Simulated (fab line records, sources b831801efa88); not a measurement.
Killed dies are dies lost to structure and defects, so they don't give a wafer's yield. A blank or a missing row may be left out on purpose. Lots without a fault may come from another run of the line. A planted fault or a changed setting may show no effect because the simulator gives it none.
Chamber matching | flow gf180mcu | GF_V2_CMP_26 on cmp-02: 4 sister chambers
The step polishes, stops on SiO2, t overpolish 15 s, target thk 0 nm. 14 wafers are shown with their chamber, then 7 later ones without.

WAFERS WITH THEIR CHAMBER
wafer  | chamber | motor_current_A (A) | time_to_endpoint_s (s) | overpolish_run_s (s)
L583.1 | 0       | 14.4                | 89                     | 14.998
L583.2 | 1       | 11.6                | 91                     | 15.001
L583.3 | 3       | 13.7                | 81                     | 14.988
L585.1 | 1       | 11.3                | 93                     | 14.989
L585.3 | 2       | 10.8                | 86                     | 15.009
L585.4 | 3       | 13.5                | 84                     | 14.989
L590.1 | 2       | 10.7                | 84                     | 14.997
L590.2 | 0       | 14.3                | 91                     | 14.994
L590.4 | 3       | 12.8                | 82                     | 14.995
L598.1 | 3       | 14.3                | 76                     | 14.993
L598.5 | 3       | 14.3                | 83                     | 14.993
L598.6 | 2       | 11.0                | 82                     | 15.001
L601.2 | 3       | 13.5                | 83                     | 14.983
L601.3 | 1       | 11.8                | 88                     | 14.999

SIGNATURES (means of the wafers above)
reading            | chamber 0 | chamber 1 | chamber 2 | chamber 3 | scatter within a chamber
motor_current_A    | 14.350    | 11.567    | 10.833    | 13.683    | 0.423
time_to_endpoint_s | 90.00     | 90.67     | 84.00     | 81.50     | 2.53
overpolish_run_s   | 14.99600  | 14.99633  | 15.00233  | 14.99017  | 0.00512
Rule: a wafer's distance from a chamber is the root of the sum, over the readings, of the square of ((its reading less the chamber's mean) divided by the reading's scatter). The wafer belongs to the nearest chamber; if the next one is less than 2 further off, it can't be placed. The scatter: the root of (the sum of the squares of (reading less its chamber's mean) over the shown wafers, divided by (wafers less chambers)).

WAFERS WITHOUT THEIR CHAMBER
wafer  | motor_current_A (A) | time_to_endpoint_s (s) | overpolish_run_s (s)
L601.6 | 14.4                | 89                     | 14.980
L602.1 | 11.6                | 91                     | 15.003
L602.2 | 13.9                | 86                     | 15.014
L602.4 | 10.8                | 84                     | 14.994
L605.1 | 12.0                | 89                     | 14.996
L605.5 | 11.2                | 88                     | 15.003
L605.6 | 10.9                | 78                     | 14.995

WHICH CHAMBER EACH WENT THROUGH
wafer  | from the rows above     | in truth
L601.6 | can't be placed: 0 or 3 | 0
L602.1 | can't be placed: 1 or 2 | 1
L602.2 | can't be placed: 0 or 3 | 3
L602.4 | can't be placed: 2 or 1 | 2
L605.1 | 1                       | 1
L605.5 | can't be placed: 2 or 1 | 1
L605.6 | 2                       | 2
Placed correctly: 2 of 7. Can't be placed from these rows: 5 (the true chamber is among the candidates in 5). Placed wrongly: 0.
